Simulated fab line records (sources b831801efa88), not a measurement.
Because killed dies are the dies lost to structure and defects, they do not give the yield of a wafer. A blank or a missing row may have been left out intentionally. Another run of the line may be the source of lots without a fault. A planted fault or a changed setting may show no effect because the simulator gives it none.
fab line records | flow sfqLine
record lots=5 | wafers=15 | lastDay=87
route steps=325 shown M1@62 I1@73 M2@88 I2@103 M8@325
lots untouched by any fault: they come from a run of this same line in which no faults occurred
startH: start of the lot's first displayed wafer, in hours after the record's first day | waitH: hours since the lot's step before | " repeats the value in the row above | L1.1+2: several wafers, shown together as one row | - no value, or no start given | * or withheld: withheld | < > ~ a bound
route shown NAME@n: a module of which the file shows steps, and the number in the route of the first | usual: average and standard deviation across the fault-free wafers | same: alike in all rows | chamber/n: place in a boat | sites: each site's reading | _std_site: standard deviation across them | _edge_site: inner sites' mean taken away from outer sites' mean | radiusMm: how far each site lies from the wafer's centre | mask NAME#n: copy n | behind: the most recent tool/chamber to have shaped the wafer | hold: what put the lot on hold/how long, in hours/how the hold closed | device: whichever transistor did not switch (one of n, p or np) | end of line: tests of these same wafers at the route's end | for a step that has no rows: nothing shown but its recipe | killed: count of dies lost to structure and defects at first sort (not the wafer's yield) | map: the dies of a wafer, with x for killed, . for not killed, _ for no die there
set.NAME: setting as actually run; set.NAME@STEP: the setting as run at that earlier step | model.NAME: the simulator's own value behind a step, which no gauge read
a table for each step, a row for each wafer; lots at some steps of the route
services: from which hour (startH, from the record's first day; less than 0 if before it) a tool's chamber was out of use, for how many hours, and why
## steps
# step SFQ_TRILAYER_M1_LITHO_COAT_044
# recipe resist=BARC | spinRpm=3000 | resistThkNm=62
# step SFQ_TRILAYER_M1_LITHO_COAT_039
# recipe resist=KrF | spinRpm=3000 | resistThkNm=600
# step SFQ_TRILAYER_M1_LITHO_SOFTBAKE_043
# recipe tempC=withheld | timeS=withheld | resist=KrF
# step SFQ_TRILAYER_M1_LITHO_EXPOSE_040
# recipe maskId=M1 | na=0.6 | sourceShape=conventional | sigmaOuter=0.65 | targetCdNm=500 | doseMj=14.4
# step SFQ_TRILAYER_M1_LITHO_PEB_042
# recipe pebTempC=115 | pebTimeS=60 | resist=KrF
# step SFQ_TRILAYER_M1_LITHO_DEVELOP_041
# recipe timeS=60 | resist=KrF
# step SFQ_M1_OVL_MEAS_911
# usual M1_OVL=0/5.8
lot.wafer | tool       | chamber | startH | waitH | M1_OVL[nm]
L238.3    | overlay-02 | -       | 594.52 | 0.1   | -4
L238.4    | "          | -       | "      | "     | -11
L238.5    | "          | -       | "      | "     | -4
L243.2    | overlay-02 | -       | 624.51 | 0.1   | 3
L243.3    | "          | -       | "      | "     | 8
L243.4    | "          | -       | "      | "     | 4
L249.2    | overlay-02 | -       | 678.43 | 0.1   | 0
L249.3    | "          | -       | "      | "     | 8
L249.4    | "          | -       | "      | "     | 3
L250.1    | overlay-02 | -       | 685.62 | 0.1   | 3
L250.2    | "          | -       | "      | "     | 9
L250.5    | "          | -       | "      | "     | 3
L259.2    | overlay-02 | -       | 774.59 | 0.1   | -2
L259.4    | "          | -       | "      | "     | -2
L259.6    | "          | -       | "      | "     | -1
# step SFQ_TRILAYER_M1_BARC_OPEN_METAL_ETCH_054
# recipe maskMaterial=PR | chemistry=O2 | targetDepthNm=125 | target=BARC | icpW=600 | biasW=80 | pressureMtorr=10 | timeS=41.7
# usual drypumpMotorCurrentA=5.6/0.51 | oesProductAu=0.685/0.0047 | rfFwdPowerW=593.5/2.8
lot.wafer | tool        | chamber | startH | waitH | drypumpMotorCurrentA | oesProductAu | rfFwdPowerW | rfHoursCounterH
L238.3    | rieMetal-04 | 1       | 594.58 | 0.1   | 5.7                  | 0.686        | 591.2       | -
L238.4    | "           | 1       | "      | "     | 5.7                  | 0.682        | 592.3       | -
L238.5    | "           | 1       | "      | "     | 5.7                  | 0.682        | 589.2       | -
L243.2    | rieMetal-01 | 0       | 624.54 | 0.0   | 5.2                  | 0.685        | 588.7       | 58
L243.3    | "           | 1       | "      | "     | 6.0                  | 0.678        | 598.7       | -
L243.4    | "           | 0       | "      | "     | 5.2                  | 0.682        | 588.8       | -
L249.2    | rieMetal-04 | 0       | 678.46 | 0.0   | 5.6                  | 0.689        | 599.3       | 57
L249.3    | "           | 1       | "      | "     | 5.6                  | 0.691        | 590.9       | -
L249.4    | "           | 0       | "      | "     | 5.6                  | 0.692        | 597.5       | -
L250.1    | rieMetal-03 | 0       | 685.66 | 0.0   | 6.2                  | 0.679        | 589.9       | 30
L250.2    | "           | 1       | "      | "     | 4.8                  | 0.689        | 595.2       | 139
L250.5    | "           | 1       | "      | "     | 4.8                  | 0.693        | 594.1       | -
L259.2    | rieMetal-03 | 0       | 774.62 | 0.0   | 6.2                  | 0.690        | 591.3       | 43
L259.4    | "           | 1       | "      | "     | 4.8                  | 0.687        | 598.6       | -
L259.6    | "           | 0       | "      | "     | 6.1                  | 0.685        | 589.8       | -
# step SFQ_TRILAYER_M1_ETCH_METAL_ETCH_042
# recipe target=Nb | stopOn=SiO2 | maskMaterial=PR | chemistry=Cl2/Ar | targetDepthNm=240 | icpW=600 | biasW=80 | pressureMtorr=10 | timeS=120
# usual drypumpMotorCurrentA=5.6/0.52 | oesProductAu=0.894/0.0075 | rfFwdPowerW=596.9/2.1
lot.wafer | tool        | chamber | startH | waitH | drypumpMotorCurrentA | oesProductAu | rfFwdPowerW | rfHoursCounterH
L238.3    | rieMetal-04 | 1       | 594.74 | 0.1   | 5.6                  | 0.893        | 601.6       | -
L238.4    | "           | 1       | "      | "     | 5.7                  | 0.898        | 597.7       | -
L238.5    | "           | 1       | "      | "     | 5.6                  | 0.888        | 599.8       | -
L243.2    | rieMetal-01 | 0       | 624.60 | 0.0   | 5.2                  | 0.895        | 593.1       | 58
L243.3    | "           | 1       | "      | "     | 6.0                  | 0.900        | 598.5       | -
L243.4    | "           | 0       | "      | "     | 5.2                  | 0.890        | 592.3       | -
L249.2    | rieMetal-04 | 0       | 678.52 | 0.0   | 5.6                  | 0.882        | 598.9       | 57
L249.3    | "           | 1       | "      | "     | 5.7                  | 0.885        | 596.0       | -
L249.4    | "           | 0       | "      | "     | 5.6                  | 0.900        | 597.5       | -
L250.1    | rieMetal-03 | 0       | 685.72 | 0.0   | 6.1                  | 0.894        | 595.9       | 30
L250.2    | "           | 1       | "      | "     | 4.8                  | 0.893        | 597.4       | 139
L250.5    | "           | 1       | "      | "     | 4.8                  | 0.903        | 598.4       | -
L259.2    | rieMetal-03 | 0       | 774.68 | 0.0   | 6.1                  | 0.898        | 596.7       | 43
L259.4    | "           | 1       | "      | "     | 4.8                  | 0.889        | 597.2       | -
L259.6    | "           | 0       | "      | "     | 6.2                  | 0.906        | 596.8       | -
# step SFQ_TRILAYER_M1_STRIP_STRIP_043
# recipe gas=O2 | powerW=200 | platenTempC=40 | overashFraction=0.65 | chemistry=O2 | pressureMtorr=50
# step SFQ_TRILAYER_M1_STRIP_SOLV_CLEAN_044
# recipe chemistry=NMP | tempC=70 | timeS=600
# step SFQ_TRILAYER_I1_DEP_PECVD_045
# recipe material=SiO2 | tempC=150 | timeS=111.11 | pressureTorr=2.4 | rfW=183.3 | precursor=SiH4/N2O | targetThkNm=500
# step SFQ_TRILAYER_I1_CMP_CMP_046
# recipe material=SiO2 | downForcePsi=3 | platenRpm=60 | padVelocityMS=0.94248
# usual motorCurrentA=10.2/1 | timeToEndpointS=213/7.1
lot.wafer | tool   | chamber | startH | waitH | motorCurrentA | timeToEndpointS | model.SiO2_of_TRILAYER_I1_DEP_PECVD_045.thkNm
L238.3    | cmp-02 | 1       | 609.10 | 12.8  | 10.9          | 198             | 199.7
L238.4    | "      | 2       | "      | "     | 10.9          | 200             | 198.3
L238.5    | "      | 2       | 611.60 | 15.2  | 11.5          | 207             | 197.8
L243.2    | cmp-01 | 1       | 630.42 | 4.9   | 9.0           | 213             | 199.7
L243.4    | "      | 2       | "      | "     | 9.5           | 214             | 200
L243.3    | "      | 3       | "      | "     | 10.2          | 216             | 200.3
L249.3    | cmp-02 | 1       | 682.41 | 3.0   | 10.6          | 212             | 200.7
L249.2    | "      | 2       | "      | "     | 11.2          | 204             | 198.8
L249.4    | "      | 0       | 683.91 | 4.4   | 9.2           | 181             | 250.4
L250.2    | cmp-01 | 1       | 690.62 | 4.0   | 8.2           | 209             | 198.7
L250.1    | "      | 0       | 692.12 | 5.5   | 9.9           | 219             | 199.9
L250.5    | "      | 1       | "      | "     | 8.0           | 207             | 198.7
L259.4    | cmp-01 | 1       | 777.22 | 1.6   | 8.9           | 212             | 200.1
L259.2    | "      | 3       | 778.22 | 2.6   | 10.1          | 204             | 201
L259.6    | "      | 2       | 779.72 | 4.1   | 9.4           | 222             | 201.9
# step SFQ_I1_BOW_MEAS_912
# recipe mode=bow
# usual I1_BOW=3/8
lot.wafer | tool         | chamber | startH | waitH | I1_BOW[um]
L238.3    | filmMetro-02 | -       | 612.14 | 2.5   | -5
L238.4    | "            | -       | "      | "     | 1
L238.5    | "            | -       | "      | "     | -7
L243.2    | filmMetro-04 | -       | 632.94 | 2.0   | 15
L243.3    | "            | -       | "      | "     | 3
L243.4    | "            | -       | "      | "     | 12
L249.2    | filmMetro-01 | -       | 685.43 | 2.0   | 13
L249.3    | "            | -       | "      | "     | 8
L249.4    | "            | -       | "      | "     | 25
L250.1    | filmMetro-04 | -       | 693.62 | 1.0   | -1
L250.2    | "            | -       | "      | "     | 0
L250.5    | "            | -       | "      | "     | -6
L259.2    | filmMetro-02 | -       | 780.24 | 1.5   | 7
L259.4    | "            | -       | "      | "     | 11
L259.6    | "            | -       | "      | "     | 22
# step SFQ_TRILAYER_I1_METRO_MEASURE_047
# usual thkNm=200.0/0.88
lot.wafer | tool         | chamber | startH | waitH | thkNm
L238.3    | filmMetro-02 | -       | 612.62 | 0.5   | 199.7
L238.4    | "            | -       | "      | "     | 198.3
L238.5    | "            | -       | "      | "     | 197.8
L243.2    | filmMetro-04 | -       | 633.24 | 0.3   | 199.6
L243.3    | "            | -       | "      | "     | 200.3
L243.4    | "            | -       | "      | "     | 200.0
L249.2    | filmMetro-01 | -       | 685.73 | 0.3   | 199.0
L249.3    | "            | -       | "      | "     | 200.7
L249.4    | "            | -       | "      | "     | 250.6
L250.1    | filmMetro-04 | -       | 693.74 | 0.1   | 199.9
L250.2    | "            | -       | "      | "     | 198.8
L250.5    | "            | -       | "      | "     | 198.7
L259.2    | filmMetro-02 | -       | 780.54 | 0.3   | 201.0
L259.4    | "            | -       | "      | "     | 200.2
L259.6    | "            | -       | "      | "     | 201.9
# step SFQ_TRILAYER_I1_VIA_LITHO_COAT_054
# recipe resist=BARC | spinRpm=3000 | resistThkNm=62
# step SFQ_TRILAYER_I1_VIA_LITHO_COAT_049
# recipe resist=KrF | spinRpm=3000 | resistThkNm=650
# step SFQ_TRILAYER_I1_VIA_LITHO_SOFTBAKE_053
# recipe tempC=withheld | timeS=withheld | resist=KrF
# step SFQ_TRILAYER_I1_VIA_LITHO_EXPOSE_050
# recipe maskId=I1 | na=0.6 | sourceShape=conventional | sigmaOuter=0.65 | targetCdNm=500 | doseMj=21.3
# step SFQ_TRILAYER_I1_VIA_LITHO_PEB_052
# recipe pebTempC=115 | pebTimeS=60 | resist=KrF
# step SFQ_TRILAYER_I1_VIA_LITHO_DEVELOP_051
# recipe timeS=60 | resist=KrF
# step SFQ_I1_OVL_MEAS_913
# usual I1_OVL=0/5.7
lot.wafer | tool       | chamber | startH | waitH | I1_OVL[nm]
L238.3    | overlay-02 | -       | 616.20 | 0.1   | 4
L238.4    | "          | -       | "      | "     | 8
L238.5    | "          | -       | "      | "     | 6
L243.2    | overlay-02 | -       | 773.39 | 0.1   | 3
L243.3    | "          | -       | "      | "     | 7
L243.4    | "          | -       | "      | "     | 10
L249.2    | overlay-01 | -       | 828.64 | 0.1   | -12
L249.3    | "          | -       | "      | "     | -7
L249.4    | "          | -       | "      | "     | -14
L250.1    | overlay-02 | -       | 834.76 | 0.1   | -1
L250.2    | "          | -       | "      | "     | -4
L250.5    | "          | -       | "      | "     | -1
L259.2    | overlay-01 | -       | 920.97 | 0.1   | 2
L259.4    | "          | -       | "      | "     | -1
L259.6    | "          | -       | "      | "     | 1
# step SFQ_TRILAYER_I1_VIA_BARC_OPEN_VIA_ETCH_071
# recipe maskMaterial=PR | chemistry=O2 | targetDepthNm=125 | target=BARC | sourceW=500 | biasW=80 | pressureMtorr=30 | timeS=41.7
# step SFQ_TRILAYER_I1_VIA_ETCH_VIA_ETCH_052
# recipe target=SiO2 | stopOn=Nb | maskMaterial=PR | taperDeg=20 | chemistry=CHF3 | targetDepthNm=260 | sourceW=500 | biasW=80 | pressureMtorr=30 | timeS=withheld
# usual drypumpMotorCurrentA=5.5/0.49 | oesProductAu=0.854/0.005 | rfFwdPowerW=498.0/1.6
lot.wafer | tool       | chamber | startH | waitH | drypumpMotorCurrentA | oesProductAu | rfFwdPowerW | model.etch.depthNm | model.I1.featureDepthNm
L238.3    | rieDiel-02 | 3       | 616.26 | 0.0   | 5.7                  | 0.864        | 498.1       | 199.7              | 199.7
L238.4    | "          | 1       | "      | "     | 4.8                  | 0.851        | 496.5       | 198.3              | 198.3
L238.5    | "          | 0       | "      | "     | 6.0                  | 0.848        | 495.8       | 197.8              | 197.8
L243.2    | rieDiel-02 | 0       | 773.46 | 0.0   | 6.0                  | 0.860        | 497.6       | 199.7              | 199.7
L243.3    | "          | 1       | "      | "     | 4.8                  | 0.853        | 496.9       | 200.3              | 200.3
L243.4    | "          | 0       | "      | "     | 6.0                  | 0.855        | 499.2       | 200                | 200
L249.2    | rieDiel-01 | 2       | 828.71 | 0.0   | 5.8                  | 0.849        | 498.4       | 198.8              | 198.8
L249.3    | "          | 0       | "      | "     | 5.5                  | 0.854        | 501.7       | 200.7              | 200.7
L249.4    | "          | 1       | "      | "     | 5.0                  | 0.976        | 500.7       | 250.4              | 250.4
L250.1    | rieDiel-04 | 1       | 834.84 | 0.0   | 4.9                  | 0.847        | 500.1       | 199.9              | 199.9
L250.2    | "          | 3       | "      | "     | 6.1                  | 0.846        | 499.3       | 198.7              | 198.7
L250.5    | "          | 1       | "      | "     | 4.9                  | 0.850        | 499.9       | 198.7              | 198.7
L259.2    | rieDiel-04 | 2       | 921.04 | 0.0   | 5.2                  | 0.855        | 495.3       | 201                | 201
L259.4    | "          | 3       | "      | "     | 6.0                  | 0.851        | 499.2       | 200.1              | 200.1
L259.6    | "          | 2       | "      | "     | 5.2                  | 0.863        | 497.5       | 201.9              | 201.9
# step SFQ_TRILAYER_I1_VIA_STRIP_STRIP_053
# recipe gas=O2 | powerW=200 | platenTempC=40 | overashFraction=0.65 | chemistry=O2 | pressureMtorr=50
# step SFQ_TRILAYER_I1_VIA_STRIP_SOLV_CLEAN_054
# recipe chemistry=NMP | tempC=70 | timeS=600
# step SFQ_TRILAYER_M2_DEP_PRE_CLEAN_056
# recipe gas=Ar | timeS=22.5 | biasV=250
lot.wafer | tool          | chamber | startH | waitH | model.SiO2_of_TRILAYER_I1_DEP_PECVD_045.thkNm
L238.3    | pvdSputter-06 | -       | 617.75 | 0.0   | 192.2
L238.4    | "             | -       | "      | "     | 190.8
L238.5    | "             | -       | "      | "     | 190.3
L243.2    | pvdSputter-05 | -       | 774.35 | 0.0   | 192.2
L243.3    | "             | -       | "      | "     | 192.8
L243.4    | "             | -       | "      | "     | 192.5
L249.2    | pvdSputter-05 | -       | 829.60 | 0.0   | 191.3
L249.3    | "             | -       | "      | "     | 193.2
L249.4    | "             | -       | "      | "     | 242.9
L250.1    | pvdSputter-06 | -       | 835.72 | 0.0   | 192.4
L250.2+5  | "             | -       | "      | "     | 191.2
L259.2    | pvdSputter-06 | -       | 922.52 | 0.0   | 193.5
L259.4    | "             | -       | "      | "     | 192.6
L259.6    | "             | -       | "      | "     | 194.4
# step SFQ_TRILAYER_M2_DEP_SPUTTER_055
# recipe material=Nb | basePressurePa=1.33e-06 | chamberPressurePa=0.1333 | substrateTempC=20 | resputterCathodeVoltageV=400 | targetThkNm=200 | powerW=2000 | timeS=133.3
# usual throttleValvePct=30.0/0.92
lot.wafer | tool          | chamber | startH | waitH | throttleValvePct
L238.3    | pvdSputter-06 | -       | 617.78 | 0.0   | 28.2
L238.4    | "             | -       | "      | "     | 30.3
L238.5    | "             | -       | "      | "     | 31.3
L243.2    | pvdSputter-05 | -       | 774.38 | 0.0   | 30.0
L243.3    | "             | -       | "      | "     | 29.5
L243.4    | "             | -       | "      | "     | 29.4
L249.2    | pvdSputter-05 | -       | 829.63 | 0.0   | 30.4
L249.3    | "             | -       | "      | "     | 29.3
L249.4    | "             | -       | "      | "     | 29.4
L250.1    | pvdSputter-06 | -       | 835.75 | 0.0   | 30.1
L250.2    | "             | -       | "      | "     | 31.6
L250.5    | "             | -       | "      | "     | 29.7
L259.2    | pvdSputter-06 | -       | 922.55 | 0.0   | 28.1
L259.4    | "             | -       | "      | "     | 29.7
L259.6    | "             | -       | "      | "     | 30.1
# step SFQ_M2_RS_MEAS_914
# recipe thkMeasGauge=four-point-probe | reads=Nb_of_TRILAYER_M2_DEP_SPUTTER_055
# usual M2_NB_RS=0.888/0.012
lot.wafer | tool         | chamber | startH | waitH | M2_NB_RS[ohm/sq]
L238.3    | filmMetro-03 | -       | 617.91 | 0.1   | 0.902
L238.4    | "            | -       | "      | "     | 0.903
L238.5    | "            | -       | "      | "     | 0.890
L243.2    | filmMetro-02 | -       | 774.49 | 0.1   | 0.877
L243.3    | "            | -       | "      | "     | 0.878
L243.4    | "            | -       | "      | "     | 0.889
L249.2    | filmMetro-03 | -       | 829.74 | 0.1   | 0.876
L249.3    | "            | -       | "      | "     | 0.876
L249.4    | "            | -       | "      | "     | 0.875
L250.1    | filmMetro-01 | -       | 835.84 | 0.0   | 0.900
L250.2    | "            | -       | "      | "     | 0.889
L250.5    | "            | -       | "      | "     | 0.872
L259.2    | filmMetro-01 | -       | 922.66 | 0.1   | 0.900
L259.4    | "            | -       | "      | "     | 0.919
L259.6    | "            | -       | "      | "     | 0.912
# step SFQ_TRILAYER_M2_LITHO_COAT_062
# recipe resist=BARC | spinRpm=3000 | resistThkNm=62
# step SFQ_TRILAYER_M2_LITHO_COAT_057
# recipe resist=KrF | spinRpm=3000 | resistThkNm=600
# step SFQ_TRILAYER_M2_LITHO_SOFTBAKE_061
# recipe tempC=withheld | timeS=withheld | resist=KrF
# step SFQ_TRILAYER_M2_LITHO_EXPOSE_058
# recipe maskId=M2 | na=0.6 | sourceShape=conventional | sigmaOuter=0.65 | targetCdNm=500 | doseMj=14.4
# step SFQ_TRILAYER_M2_LITHO_PEB_060
# recipe pebTempC=115 | pebTimeS=60 | resist=KrF
# step SFQ_TRILAYER_M2_LITHO_DEVELOP_059
# recipe timeS=60 | resist=KrF
# step SFQ_M2_OVL_MEAS_916
# usual M2_OVL=-2/5.6
lot.wafer | tool       | chamber | startH | waitH | M2_OVL[nm]
L238.3    | overlay-02 | -       | 632.52 | 0.1   | 2
L238.4    | "          | -       | "      | "     | 0
L238.5    | "          | -       | "      | "     | -1
L243.2    | overlay-02 | -       | 776.90 | 0.1   | -4
L243.3    | "          | -       | "      | "     | -2
L243.4    | "          | -       | "      | "     | -2
L249.2    | overlay-01 | -       | 838.99 | 0.1   | 11
L249.3    | "          | -       | "      | "     | 13
L249.4    | "          | -       | "      | "     | 5
L250.1    | overlay-01 | -       | 841.38 | 0.1   | -3
L250.2    | "          | -       | "      | "     | -3
L250.5    | "          | -       | "      | "     | 0
L259.2    | overlay-02 | -       | 925.08 | 0.1   | 0
L259.4    | "          | -       | "      | "     | 9
L259.6    | "          | -       | "      | "     | 3
# step SFQ_TRILAYER_M2_BARC_OPEN_METAL_ETCH_077
# recipe maskMaterial=PR | chemistry=O2 | targetDepthNm=125 | target=BARC | icpW=600 | biasW=80 | pressureMtorr=10 | timeS=41.7
# usual drypumpMotorCurrentA=5.6/0.47 | oesProductAu=0.686/0.0049 | rfFwdPowerW=593.7/2.7
lot.wafer | tool        | chamber | startH | waitH | drypumpMotorCurrentA | oesProductAu | rfFwdPowerW | rfHoursCounterH
L238.3    | rieMetal-03 | 0       | 632.56 | 0.0   | 6.2                  | 0.693        | 590.3       | -
L238.4    | "           | 1       | "      | "     | 4.8                  | 0.684        | 594.7       | -
L238.5    | "           | 1       | "      | "     | 4.8                  | 0.694        | 596.4       | -
L243.2    | rieMetal-02 | 0       | 776.93 | 0.0   | 5.6                  | 0.677        | 592.2       | 71
L243.3    | "           | 0       | "      | "     | 5.6                  | 0.685        | 593.9       | -
L243.4    | "           | 1       | "      | "     | 5.8                  | 0.693        | 596.0       | -
L249.2    | rieMetal-01 | 1       | 839.02 | 0.0   | 6.0                  | 0.680        | 595.4       | 105
L249.3    | "           | 1       | "      | "     | 6.0                  | 0.681        | 592.6       | -
L249.4    | "           | 0       | "      | "     | 5.2                  | 0.686        | 590.7       | -
L250.1    | rieMetal-01 | 1       | 841.42 | 0.0   | 6.0                  | 0.688        | 593.3       | 105
L250.2    | "           | 0       | "      | "     | 5.2                  | 0.684        | 589.3       | 88
L250.5    | "           | 1       | "      | "     | 6.0                  | 0.686        | 594.1       | -
L259.2    | rieMetal-03 | 1       | 925.11 | 0.0   | 4.8                  | 0.685        | 596.1       | 14
L259.4    | "           | 1       | "      | "     | 4.8                  | 0.691        | 596.8       | -
L259.6    | "           | 1       | "      | "     | 4.8                  | 0.682        | 598.9       | -
# step SFQ_TRILAYER_M2_ETCH_METAL_ETCH_060
# recipe target=Nb | stopOn=SiO2 | maskMaterial=PR | chemistry=Cl2/Ar | targetDepthNm=240 | icpW=600 | biasW=80 | pressureMtorr=10 | timeS=120
# step SFQ_TRILAYER_M2_STRIP_STRIP_061
# recipe gas=O2 | powerW=200 | platenTempC=40 | overashFraction=0.65 | chemistry=O2 | pressureMtorr=50
# step SFQ_TRILAYER_M2_STRIP_SOLV_CLEAN_062
# recipe chemistry=NMP | tempC=70 | timeS=600
# step SFQ_TRILAYER_I2_DEP_PECVD_063
# recipe material=SiO2 | tempC=150 | timeS=111.11 | pressureTorr=2.4 | rfW=183.3 | precursor=SiH4/N2O | targetThkNm=500
# usual heaterPowerW=86/9.8 | rfFwdPowerW=182.4/0.61 | throttleValvePct=24.8/1.4
lot.wafer | tool     | chamber | startH | waitH | heaterPowerW | rfFwdPowerW | throttleValvePct
L238.3    | pecvd-02 | 1       | 633.50 | 0.0   | 92           | 183.8       | 26.1
L238.4    | "        | 0       | "      | "     | 97           | 182.3       | 24.6
L238.5    | "        | 2       | "      | "     | 65           | 182.2       | 24.4
L243.2    | pecvd-02 | 0       | 777.89 | 0.0   | 84           | 182.1       | 25.2
L243.3    | "        | 2       | "      | "     | 72           | 182.5       | 24.9
L243.4    | "        | 2       | "      | "     | 75           | 183.1       | 24.7
L249.2    | pecvd-04 | 0       | 839.98 | 0.0   | 89           | 180.7       | 22.4
L249.3    | "        | 1       | "      | "     | 93           | 182.1       | 22.7
L249.4    | "        | 1       | "      | "     | 94           | 181.1       | 22.6
L250.1    | pecvd-02 | 1       | 842.38 | 0.0   | 90           | 181.7       | 26.9
L250.2    | "        | 2       | "      | "     | 78           | 181.8       | 24.8
L250.5    | "        | 1       | "      | "     | 95           | 182.8       | 26.8
L259.2    | pecvd-01 | 2       | 926.07 | 0.0   | 89           | 182.6       | 26.9
L259.4    | "        | 1       | "      | "     | 102          | 182.0       | 24.1
L259.6    | "        | 2       | "      | "     | 88           | 182.3       | 26.7
# step SFQ_M8_BOW_MEAS_951
# recipe mode=bow
# usual M8_BOW=9/8.9
lot.wafer | tool         | chamber | startH  | waitH | M8_BOW[um] | model.etest.i1.linkOhm
L238.3    | filmMetro-02 | -       | 1984.90 | 0.0   | -6         | 1.979
L238.4    | "            | -       | "       | "     | -1         | 1.979
L238.5    | "            | -       | "       | "     | -8         | 1.965
L243.2    | filmMetro-03 | -       | 2019.86 | 0.0   | 26         | 1.961
L243.3    | "            | -       | "       | "     | 14         | 1.959
L243.4    | "            | -       | "       | "     | 23         | 1.974
L249.2    | filmMetro-03 | -       | 2036.66 | 0.0   | 12         | 1.974
L249.3    | "            | -       | "       | "     | 7          | 1.972
L249.4    | "            | -       | "       | "     | 22         | 1.999
L250.1    | filmMetro-04 | -       | 2041.44 | 0.0   | 6          | 1.972
L250.2    | "            | -       | "       | "     | 9          | 1.963
L250.5    | "            | -       | "       | "     | 1          | 1.919
L259.2    | filmMetro-04 | -       | 2076.27 | 0.0   | 14         | 1.963
L259.4    | "            | -       | "       | "     | 18         | 2.012
L259.6    | "            | -       | "       | "     | 29         | 1.987
## services
tool          | chamber | startH | hours | kind
cmp-01        | -       | 576.65 | 4.0   | pm
rieMetal-04   | 0       | 590.58 | 6.5   | repair
cmp-01        | -       | 610.14 | 1.8   | repair
pvdSputter-05 | -       | 636.08 | 0.6   | repair
rieMetal-01   | -       | 637.56 | 1.4   | pm
cmp-01        | -       | 673.79 | 1.8   | repair
pecvd-02      | -       | 679.87 | 0.6   | repair
pecvd-02      | -       | 688.50 | 0.8   | pm
cmp-01        | -       | 694.55 | 1.1   | repair
pvdSputter-06 | -       | 700.05 | 2.7   | repair
pvdSputter-06 | -       | 707.04 | 25.2  | repair
rieMetal-04   | -       | 714.82 | 14.6  | pm
rieMetal-01   | -       | 725.69 | 1.1   | repair
pecvd-02      | -       | 757.93 | 4.3   | pm
cmp-01        | -       | 774.58 | 2.6   | repair
rieMetal-03   | -       | 792.23 | 2.8   | pm
cmp-01        | -       | 813.48 | 0.5   | repair
cmp-01        | -       | 832.17 | 2.0   | repair
pvdSputter-05 | -       | 855.84 | 3.3   | repair
rieMetal-04   | 1       | 864.49 | 34.7  | repair
rieMetal-03   | -       | 895.33 | 0.3   | repair
pvdSputter-05 | -       | 904.01 | 1.7   | repair
rieMetal-04   | 0       | 911.74 | 4.5   | repair
rieMetal-01   | -       | 912.48 | 0.6   | repair
## key
firstSign step=SFQ_TRILAYER_I1_CMP_CMP_046 | reading=timeToEndpointS | direction=down | sigmas=4.5 | usual=* | struck=*
effect step=SFQ_TRILAYER_I1_METRO_MEASURE_047 | reading=thkNm | direction=up | sigmas=57 | usual=200.0 | struck=250.6
effect step=SFQ_TRILAYER_I1_VIA_ETCH_VIA_ETCH_052 | reading=oesProductAu | direction=up | sigmas=25 | usual=0.854 | struck=0.976
modelEffect step=SFQ_TRILAYER_I1_CMP_CMP_046 | value=SiO2_of_TRILAYER_I1_DEP_PECVD_045.thkNm | without=200.4 | struck=250.4
modelEffect step=SFQ_TRILAYER_I1_VIA_ETCH_VIA_ETCH_052 | value=etch.depthNm | without=200.4 | struck=250.4
modelEffect step=SFQ_TRILAYER_M2_DEP_PRE_CLEAN_056 | value=SiO2_of_TRILAYER_I1_DEP_PECVD_045.thkNm | without=192.9 | struck=242.9
modelEffect step=SFQ_M8_BOW_MEAS_951 | value=etest.i1.linkOhm | without=1.952 | struck=1.999
metAt SFQ_TRILAYER_I1_CMP_CMP_046
struckWafers L249.4
fault kind=processParameterDrift | tool=cmp-02 | chamber=0 | onsetH=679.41 | steps=SFQ_TRILAYER_I1_CMP_CMP_046 | channel=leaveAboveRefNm | offset=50 | shape=step | endH=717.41 | actsIn=theseRecipesOnly | stated=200
